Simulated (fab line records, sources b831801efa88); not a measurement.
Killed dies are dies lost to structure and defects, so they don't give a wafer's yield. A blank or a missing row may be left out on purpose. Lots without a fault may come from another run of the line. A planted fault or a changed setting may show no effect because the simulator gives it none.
Chamber matching | flow sky130 | SKY_METAL3_ETCH_17 on rie_diel-01: 4 sister chambers
The step etches SiO2 in C4F8/O2/Ar, stops on TiN, time 3.9 s, target depth 15 nm. 4 wafers are shown with their chamber, then 8 later ones without.

WAFERS WITH THEIR CHAMBER
wafer  | chamber | oes_product_au (a.u.)
L082.2 | 3       | 0.747
L082.4 | 0       | 0.755
L082.6 | 1       | 0.754
L087.3 | 2       | 0.757

WAFERS WITHOUT THEIR CHAMBER
wafer  | oes_product_au (a.u.)
L087.4 | 0.757
L087.6 | 0.752
L091.2 | 0.753
L091.3 | 0.754
L091.4 | 0.743
L093.4 | 0.751
L093.5 | 0.753
L093.6 | 0.746

WHICH CHAMBER EACH WENT THROUGH
wafer  | from the rows above               | in truth
L087.4 | can't be placed: 2 or 0 or 1      | 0
L087.6 | can't be placed: 1 or 0 or 2 or 3 | 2
L091.2 | can't be placed: 1 or 0 or 2      | 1
L091.3 | can't be placed: 1 or 0 or 2      | 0
L091.4 | 3                                 | 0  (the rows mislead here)
L093.4 | can't be placed: 1 or 0 or 3 or 2 | 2
L093.5 | can't be placed: 1 or 0 or 2      | 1
L093.6 | 3                                 | 3
Placed correctly: 1 of 8. Can't be placed from these rows: 6 (the true chamber is among the candidates in 6). Placed wrongly: 1.
How it was worked out, from the rows above alone: a wafer's distance from a chamber is the root of the sum, over the readings, of the square of ((its reading less the chamber's mean) divided by the reading's scatter). The wafer belongs to the nearest chamber; if the next one is less than 2 further off, it can't be placed. A chamber's mean is the mean of its shown wafers. The scatter: with one shown wafer a chamber, the root of the mean of the squares of how far each hidden wafer lies from its nearest shown one.
